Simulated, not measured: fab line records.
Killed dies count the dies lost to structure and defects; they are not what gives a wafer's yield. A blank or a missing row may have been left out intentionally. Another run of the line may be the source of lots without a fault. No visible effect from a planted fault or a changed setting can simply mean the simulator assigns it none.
Which tool did it?	flow gf180mcu	12 lots, 36 wafers sampled, at 4 steps of a route of 602

== WHAT THE GAUGES READ, wafer by wafer ==
GF_V4_THK_MEAS_01.
lot	measured	on	V4_CVD_00_THK (nm)
L216	day 24 06:37	film_metro-03	611 591 595
L217	day 24 10:44	film_metro-03	590 599 588
L218	day 24 20:33	film_metro-04	606 601 601
L219	day 25 01:44	film_metro-04	611 600 595
L221	day 25 17:23	film_metro-03	601 603 601
L222	day 25 21:22	film_metro-03	606 604 612
L223	day 26 11:12	film_metro-03	617 597 605
L225	day 26 21:19	film_metro-01	594 610 607
L226	day 27 08:19	film_metro-03	619 602 611
L229	day 28 05:36	film_metro-03	595 602 599
L232	day 29 01:02	film_metro-01	603 612 303
L233	day 29 04:19	film_metro-04	606 600 300

== EACH LOT AND THE TOOL THAT RAN IT (in order: tool; ch and the chambers of the sampled wafers; start) ==
lot	GF_M4_SPUTTER_02	GF_M4_STRIP_17	GF_V4_CVD_00
L216	pvd_sputter-01, day 23 07:16	plasma_asher-02 ch 0,1, day 24 05:59	hdpcvd-01 ch 0,1,2, day 24 06:33
L217	pvd_sputter-04, day 23 11:45	plasma_asher-03 ch 1, day 24 10:08	hdpcvd-01 ch 0,1, day 24 10:40
L218	pvd_sputter-02, day 23 21:36	plasma_asher-01 ch 0,1, day 24 19:56	hdpcvd-01 ch 0,1, day 24 20:28
L219	pvd_sputter-01, day 24 03:13	plasma_asher-02 ch 0,1, day 25 01:07	hdpcvd-01 ch 1,2, day 25 01:39
L221	pvd_sputter-04, day 24 18:44	plasma_asher-01 ch 0,1, day 25 16:46	hdpcvd-02 ch 1,2, day 25 17:18
L222	pvd_sputter-01, day 24 22:38	plasma_asher-01 ch 0,1, day 25 20:43	hdpcvd-02 ch 0,2, day 25 21:16
L223	pvd_sputter-04, day 25 13:32	plasma_asher-02 ch 0,1, day 26 10:34	hdpcvd-01 ch 0,1,2, day 26 11:07
L225	pvd_sputter-01, day 25 23:28	plasma_asher-02 ch 0,1, day 26 20:43	hdpcvd-01 ch 0,1, day 26 21:15
L226	pvd_sputter-02, day 26 10:58	plasma_asher-03 ch 0,1, day 27 07:41	hdpcvd-01 ch 1,2, day 27 08:14
L229	pvd_sputter-04, day 27 08:43	plasma_asher-01 ch 0,1, day 28 05:01	hdpcvd-02 ch 1,2, day 28 05:31
L232	pvd_sputter-01, day 28 04:25	plasma_asher-02 ch 0,1, day 29 00:04	hdpcvd-02 ch 0,2, day 29 00:56
L233	pvd_sputter-04, day 28 08:13	plasma_asher-03 ch 0,1, day 29 03:22	hdpcvd-02 ch 0,1,2, day 29 04:15
- GF_M4_SPUTTER_02: material AlCu, target thk 450 nm, time 23.9 s.
- GF_M4_STRIP_17: strips in O2/N2.
- GF_V4_CVD_00: deposits SiO2, target thk 600 nm, time 100 s.

== WHAT THE TOOLS THEMSELVES READ (means of the sampled wafers that have a number; where no wafer has one, the mark that the record gives instead) ==
GF_M4_SPUTTER_02.
lot	tool	cathode_dc_power_W (W)	throttle_valve_pct (%)
L216	pvd_sputter-01	10600	29.9
L217	pvd_sputter-04	10603	29.8
L218	pvd_sputter-02	10600	29.5
L219	pvd_sputter-01	10600	30.0
L221	pvd_sputter-04	10601	30.1
L222	pvd_sputter-01	10599	30.1
L223	pvd_sputter-04	10601	30.1
L225	pvd_sputter-01	10600	30.1
L226	pvd_sputter-02	10600	30.1
L229	pvd_sputter-04	10598	29.8
L232	pvd_sputter-01	10599	29.7
L233	pvd_sputter-04	10599	29.8

GF_M4_STRIP_17.
lot	tool	drypump_motor_current_A (A)	heater_power_w (W)	oes_product_au (a.u.)	strip_time_to_endpoint_s (s)
L216	plasma_asher-02	5.8	371	0.555	7.86
L217	plasma_asher-03	5.9	333	0.558	7.87
L218	plasma_asher-01	6.3	291	0.558	7.84
L219	plasma_asher-02	5.5	358	0.563	7.91
L221	plasma_asher-01	6.1	335	0.556	7.83
L222	plasma_asher-01	6.1	330	0.560	7.87
L223	plasma_asher-02	5.4	360	0.560	7.83
L225	plasma_asher-02	5.4	364	0.558	7.84
L226	plasma_asher-03	5.7	333	0.553	7.83
L229	plasma_asher-01	6.3	295	0.560	7.88
L232	plasma_asher-02	5.5	357	0.558	7.88
L233	plasma_asher-03	5.7	331	0.556	7.88

GF_V4_CVD_00.
lot	tool	sih4_flow_sccm (sccm)
L216	hdpcvd-01	59.96
L217	hdpcvd-01	60.22
L218	hdpcvd-01	60.02
L219	hdpcvd-01	60.07
L221	hdpcvd-02	59.90
L222	hdpcvd-02	60.06
L223	hdpcvd-01	60.24
L225	hdpcvd-01	60.09
L226	hdpcvd-01	60.08
L229	hdpcvd-02	60.07
L232	hdpcvd-02	50.02
L233	hdpcvd-02	49.92

== THE ANSWER, worked out from the rows above alone ==
Rule: the lots themselves supply what counts as usual. The widest of any qualifying gaps counts: lots, ordered by their means at a reading, are off when they make up no more than a third of the lots, leave a main group of 4 or more, and stand apart from it by 3 or more times the standard deviation of that group's means. A main group whose means are all the same, to the digits that the tables above print for the reading, isn't used. Also off: a lot with no number at a reading for which 4 or more lots have one. Any other lot the step has rows for is counted as sound. The gauges are gone through in route order, then the tools' own readings, and for those a lot's mean is taken as printed above. At the first step where some lot is off, the reading lying furthest off is the one used; lots without a number count as furthest.
Off: at GF_V4_THK_MEAS_01 (V4_CVD_00_THK), L232, L233. For the main group the mean is 602 nm and the standard deviation 4.9.
If a tool, at a process step before that reading, ran all the lots that are off and no sound lot after the first of them, it fits. The gauges at GF_V4_THK_MEAS_01 aren't tried: what is off there is off at GF_V4_CVD_00 too, on other tools, and a gauge's error can't cause that. One fits: GF_V4_CVD_00 on hdpcvd-02. A fault onset in the window from L229 (day 28 05:31, its last sound lot) to L232 (day 29 00:56, its first lot off) fits.
The tool's own readings at GF_V4_CVD_00 bear it out: on the lots that are off they differ by more than 5 times the standard deviation of the sound lots' means. sih4_flow_sccm reads 49.97 sccm there against 60.07 sccm on the sound lots.

== WHAT HAD BEEN PUT IN BY THE SIMULATOR ==
hdpcvd-02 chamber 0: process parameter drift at GF_V4_CVD_00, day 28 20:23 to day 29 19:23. Setting sih4_flow_sccm shifted by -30 from 60. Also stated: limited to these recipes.
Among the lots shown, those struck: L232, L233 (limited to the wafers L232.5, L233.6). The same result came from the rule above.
